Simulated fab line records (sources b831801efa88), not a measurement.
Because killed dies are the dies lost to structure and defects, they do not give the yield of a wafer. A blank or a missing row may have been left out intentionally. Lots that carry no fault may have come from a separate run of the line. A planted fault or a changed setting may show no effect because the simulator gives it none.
Commonality check across tools    flow gf180mcu    Sample size 15 lots and 45 wafers

REASON IT WAS OPENED
Of 15 lots, 3 have the reading HV_LDD_3_TW flagged at GF_HV_LDD_TW_MEAS_38. No-fault wafers: 1433, standard deviation 14.
Rule: a lot gets a flag if all its wafers with a number sit over 4 standard deviations from that mean, or if no wafer of it has a number. As for the other lots, they are considered sound.

lot   measured      on             HV_LDD_3_TW, wafer by wafer  flag
L499  day 12 01:36  film metro-04  1440 1442 1437               
L500  day 12 11:52  film metro-02  1413 1404 1413               
L501  day 12 12:30  film metro-04  1442 1445 1439               
L502  day 12 19:36  film metro-02  1414 1415 1409               
L505  day 13 15:05  film metro-04  1313 1320 1312               FLAGGED
L506  day 13 20:47  film metro-02  1289 1290 1301               FLAGGED
L507  day 14 04:07  film metro-02  1292 1287 1295               FLAGGED
L510  day 15 07:07  film metro-03  1438 1436 1436               
L514  day 16 15:06  film metro-03  1446 1442 1446               
L515  day 16 18:27  film metro-04  1440 1444 1443               
L517  day 17 08:16  film metro-02  1426 1418 1418               
L518  day 17 19:51  film metro-04  1447 1453 1456               
L519  day 18 03:24  film metro-04  1445 1448 1446               
L521  day 18 16:37  film metro-04  1443 1444 1437               
L522  day 19 02:33  film metro-03  1444 1443 1447               
The mean of the flagged lots' numbers is 1300, -133 from the usual (-10 standard deviations).

WHICH TOOL RAN EACH LOT
The record keeps 1 process step preceding the reading, out of 602 steps on the route. Cell contents, in order: the tool; ch with the chambers the sampled wafers went through; the start.
lot   flag     GF_HV_LDD_IMPLANT_35
L499           implanter-01 ch 0, day 12 01:12
L500           implanter-01 ch 0, day 12 11:29
L501           implanter-02 ch 0, day 12 12:06
L502           implanter-01 ch 0, day 12 19:12
L505  FLAGGED  implanter-02, day 13 14:43
L506  FLAGGED  implanter-02, day 13 20:25
L507  FLAGGED  implanter-04, day 14 03:44
L510           implanter-02 ch 0, day 15 06:43
L514           implanter-02 ch 0, day 16 14:42
L515           implanter-02 ch 0, day 16 18:03
L517           implanter-02 ch 0, day 17 07:53
L518           implanter-01 ch 0, day 17 19:27
L519           implanter-01 ch 0, day 18 03:00
L521           implanter-01 ch 0, day 18 16:14
L522           implanter-04 ch 0, day 19 02:09
What the steps here do:
- GF_HV_LDD_IMPLANT_35
- GF_HV_LDD_TW_MEAS_38

FLAGGED AGAINST TOTAL, ONE TOOL AT A TIME (gauges that did the reading follow at the end)
step                  tool           lots run  flagged  share of the flagged lots  sound lots run after its first flagged lot
GF_HV_LDD_IMPLANT_35  implanter-01   6         0        none                       -
GF_HV_LDD_IMPLANT_35  implanter-02   7         2        some                       4 (L510,L514,L515,L517)
GF_HV_LDD_IMPLANT_35  implanter-04   2         1        some                       1 (L522)
GF_HV_LDD_TW_MEAS_38  film metro-02  5         2        some                       1 (L517)
GF_HV_LDD_TW_MEAS_38  film metro-03  3         0        none                       -
GF_HV_LDD_TW_MEAS_38  film metro-04  7         1        some                       4 (L515,L518,L519,L521)

WHAT THE TABLE ALLOWS
No row of the table ran every flagged lot.

WHAT THE SIMULATOR HAD INSERTED
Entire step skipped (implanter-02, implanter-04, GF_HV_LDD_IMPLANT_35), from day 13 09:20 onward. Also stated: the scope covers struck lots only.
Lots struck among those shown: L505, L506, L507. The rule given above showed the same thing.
